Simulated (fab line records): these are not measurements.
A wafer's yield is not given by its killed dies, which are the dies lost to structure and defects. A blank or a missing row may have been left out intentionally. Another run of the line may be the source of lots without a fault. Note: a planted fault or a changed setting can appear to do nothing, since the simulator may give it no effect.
Chamber matching | flow gf180mcu | GF_MIM_CVD_05 on pecvd-02 has 3 sister chambers
The step deposits Si3N4, target thk 42 nm, time 29.086 s. 20 wafers are shown with their chamber, then 10 later ones without.

WAFERS, EACH WITH ITS CHAMBER
wafer  | chamber | heater_power_w (W) | susceptor_temp_C (C)
L074.2 | 0       | 567                | 385.37
L074.3 | 2       | 687                | 384.88
L074.6 | 1       | 590                | 385.04
L078.2 | 2       | 601                | 385.12
L078.4 | 2       | 573                | 385.41
L078.6 | 1       | 632                | 385.31
L080.3 | 0       | 556                | 384.86
L080.4 | 1       | 614                | 385.29
L080.5 | 0       | 534                | 384.64
L079.2 | 0       | 619                | 385.09
L079.5 | 0       | 580                | 385.05
L079.6 | 1       | 637                | 385.07
L081.3 | 1       | 555                | 384.86
L081.5 | 0       | 604                | 385.04
L081.6 | 1       | 571                | 385.00
L085.1 | 2       | 680                | 385.10
L085.3 | 0       | 613                | 384.74
L085.6 | 1       | 559                | 385.19
L087.1 | 2       | 661                | 385.14
L087.5 | 0       | 513                | 384.94

SIGNATURES, as means of the wafers listed above
reading          | chamber 0 | chamber 1 | chamber 2 | scatter within a chamber
heater_power_w   | 573.25    | 594.00    | 640.40    | 40.2
susceptor_temp_C | 384.9663  | 385.1086  | 385.1300  | 0.197
Rule: for each reading, subtract the chamber's mean from the wafer's reading, divide by that reading's scatter and square the result; add these up over the readings and take the root, which gives the wafer's distance from the chamber. If the next closest chamber is less than 2 further off than the closest, the wafer can't be placed; otherwise it belongs to the closest. The scatter: the root of (the sum of the squares of (reading less its chamber's mean) over the shown wafers, divided by (wafers less chambers)).

WAFERS WITHOUT THEIR CHAMBER
wafer  | heater_power_w (W) | susceptor_temp_C (C)
L087.6 | 651                | 385.06
L088.3 | 537                | 384.96
L088.4 | 644                | 384.68
L088.6 | 546                | 384.94
L089.1 | 567                | 385.28
L089.5 | 528                | 385.19
L089.6 | 675                | 385.13
L095.2 | 527                | 384.75
L095.5 | 686                | 385.27
L095.6 | 539                | 385.06

CHAMBER TAKEN BY EACH
wafer  | from the rows above          | in truth
L087.6 | can't be placed: 2 or 1 or 0 | 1
L088.3 | can't be placed: 0 or 1 or 2 | 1
L088.4 | can't be placed: 2 or 0 or 1 | 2
L088.6 | can't be placed: 0 or 1 or 2 | 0
L089.1 | can't be placed: 1 or 0 or 2 | 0
L089.5 | can't be placed: 0 or 1 or 2 | 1
L089.6 | can't be placed: 2 or 1 or 0 | 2
L095.2 | can't be placed: 0 or 1 or 2 | 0
L095.5 | can't be placed: 2 or 1 or 0 | 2
L095.6 | can't be placed: 0 or 1 or 2 | 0
Correctly placed: 0 of 10. These rows do not allow placing 10 (true chamber among the candidates in 10). Wrongly placed: 0.
